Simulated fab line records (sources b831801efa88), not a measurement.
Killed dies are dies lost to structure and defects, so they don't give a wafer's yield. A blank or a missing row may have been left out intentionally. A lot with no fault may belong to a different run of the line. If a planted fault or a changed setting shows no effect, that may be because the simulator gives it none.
Tool commonality check | flow gf180mcu | 14 lots, 42 wafers sampled

REASON FOR OPENING
GF_PSD_TW_MEAS_11, reading PSD_TW: flagged on 2 of 14 lots. Wafers without a fault read 3178, standard deviation 15.
Rule: a lot is flagged when every wafer of it that has a number lies more than 4 standard deviations from that mean, or none has a number. All remaining lots are regarded as sound.

lot  | measured     | on           | PSD_TW, wafer by wafer | flag
L666 | day 14 05:07 | filmMetro-01 | 3196 3176 3173         | 
L667 | day 14 14:59 | filmMetro-03 | 3206 3204 3198         | 
L668 | day 14 22:34 | filmMetro-02 | 3181 3157 3181         | 
L671 | day 15 17:42 | filmMetro-01 | 30 30 30               | FLAGGED
L672 | day 16 06:58 | filmMetro-01 | 30 30 30               | FLAGGED
L678 | day 18 14:37 | filmMetro-01 | 3188 3158 3180         | 
L679 | day 19 07:40 | filmMetro-01 | 3184 3181 3181         | 
L680 | day 19 08:59 | filmMetro-01 | 3172 3196 3186         | 
L683 | day 20 07:02 | filmMetro-01 | 3172 3179 3175         | 
L684 | day 20 12:43 | filmMetro-02 | 3148 3176 3158         | 
L685 | day 20 20:34 | filmMetro-01 | 3185 3179 3191         | 
L687 | day 21 16:56 | filmMetro-02 | 3171 3171 3168         | 
L688 | day 22 00:23 | filmMetro-01 | 3199 3211 3198         | 
L689 | day 22 11:07 | filmMetro-01 | 3174 3194 3188         | 
Flagged lots average 30: -3148 relative to the usual, that is -99 or more standard deviations.

WHICH TOOL RAN EACH LOT
The record holds 2 process steps before the reading, out of a route of 602 steps. In each cell: the tool, then ch and the chambers that the sampled wafers went through, then the start.
lot  | flag    | GF_NSD_STRIP_11                     | GF_PSD_STRIP_10
L666 |         | plasmaAsher-01 ch 1, day 13 08:38   | plasmaAsher-04 ch 0,1, day 14 05:01
L667 |         | plasmaAsher-01 ch 0,1, day 13 18:10 | plasmaAsher-03 ch 0,1, day 14 14:53
L668 |         | plasmaAsher-02 ch 0,1, day 14 00:53 | plasmaAsher-03 ch 0, day 14 22:28
L671 | FLAGGED | plasmaAsher-01 ch 0,1, day 14 20:49 | plasmaAsher-03 ch 0,1, day 15 17:37
L672 | FLAGGED | plasmaAsher-01 ch 0,1, day 15 08:20 | plasmaAsher-04 ch 0,1, day 16 06:52
L678 |         | plasmaAsher-01 ch 0,1, day 17 14:05 | plasmaAsher-04 ch 0,1, day 18 14:30
L679 |         | plasmaAsher-02 ch 0,1, day 18 07:07 | plasmaAsher-04 ch 0, day 19 07:34
L680 |         | plasmaAsher-01 ch 0, day 18 08:17   | plasmaAsher-04 ch 0,1, day 19 08:53
L683 |         | plasmaAsher-03 ch 0,1, day 19 06:35 | plasmaAsher-04 ch 0,1, day 20 06:56
L684 |         | plasmaAsher-03 ch 0,1, day 19 11:58 | plasmaAsher-04 ch 0,1, day 20 12:37
L685 |         | plasmaAsher-01 ch 0,1, day 19 20:08 | plasmaAsher-03 ch 0,1, day 20 20:28
L687 |         | plasmaAsher-01 ch 0,1, day 20 16:38 | plasmaAsher-03 ch 0,1, day 21 16:50
L688 |         | plasmaAsher-02 ch 0, day 21 00:44   | plasmaAsher-03 ch 1, day 22 00:17
L689 |         | plasmaAsher-01 ch 0,1, day 21 11:53 | plasmaAsher-03 ch 0,1, day 22 11:00
What the steps here do:
- GF_NSD_STRIP_11: strips in O2/N2.
- GF_PSD_STRIP_10: strips in O2/N2.
- GF_PSD_TW_MEAS_11

FLAGGED AGAINST TOTAL, ONE TOOL AT A TIME (gauges that did the reading follow at the end)
step              | tool           | lots run | flagged | share of the flagged lots | sound lots run after its first flagged lot
GF_NSD_STRIP_11   | plasmaAsher-01 | 9        | 2       | all                       | 5 (L678,L680,L685,L687,L689)
GF_NSD_STRIP_11   | plasmaAsher-02 | 3        | 0       | none                      | -
GF_NSD_STRIP_11   | plasmaAsher-03 | 2        | 0       | none                      | -
GF_PSD_STRIP_10   | plasmaAsher-03 | 7        | 1       | some                      | 4 (L685,L687,L688,L689)
GF_PSD_STRIP_10   | plasmaAsher-04 | 7        | 1       | some                      | 5 (L678,L679,L680,L683,L684)
GF_PSD_TW_MEAS_11 | filmMetro-01   | 10       | 2       | all                       | 7 (L678,L679,L680,L683,L685,L688,L689)
GF_PSD_TW_MEAS_11 | filmMetro-02   | 3        | 0       | none                      | -
GF_PSD_TW_MEAS_11 | filmMetro-03   | 1        | 0       | none                      | -

THE TABLE: WHAT IT ALLOWS
plasmaAsher-01 at GF_NSD_STRIP_11 and filmMetro-01 at GF_PSD_TW_MEAS_11 are the 2 rows of the table that ran each flagged lot.
- plasmaAsher-01 at GF_NSD_STRIP_11: 2 of its 9 lots flagged. Sound lots followed the first flagged one (L678, L680, L685, L687, L689) on it, something a lasting fault affecting the whole tool could not allow. On the flagged lots its readings are blank where sound lots have values: chamberPressureMTorr, drypumpMotorCurrentA, heaterPowerW, o2FlowSccm and 2 more.
- filmMetro-01 at GF_PSD_TW_MEAS_11: 2 of its 10 lots flagged. Sound lots followed the first flagged one (L678, L679, L680, L683, L685, L688, L689) on it, something a lasting fault affecting the whole tool could not allow.
None of the table's rows ran every flagged lot and, after the first, no sound lot.

WHAT THE SIMULATOR HAD INSERTED
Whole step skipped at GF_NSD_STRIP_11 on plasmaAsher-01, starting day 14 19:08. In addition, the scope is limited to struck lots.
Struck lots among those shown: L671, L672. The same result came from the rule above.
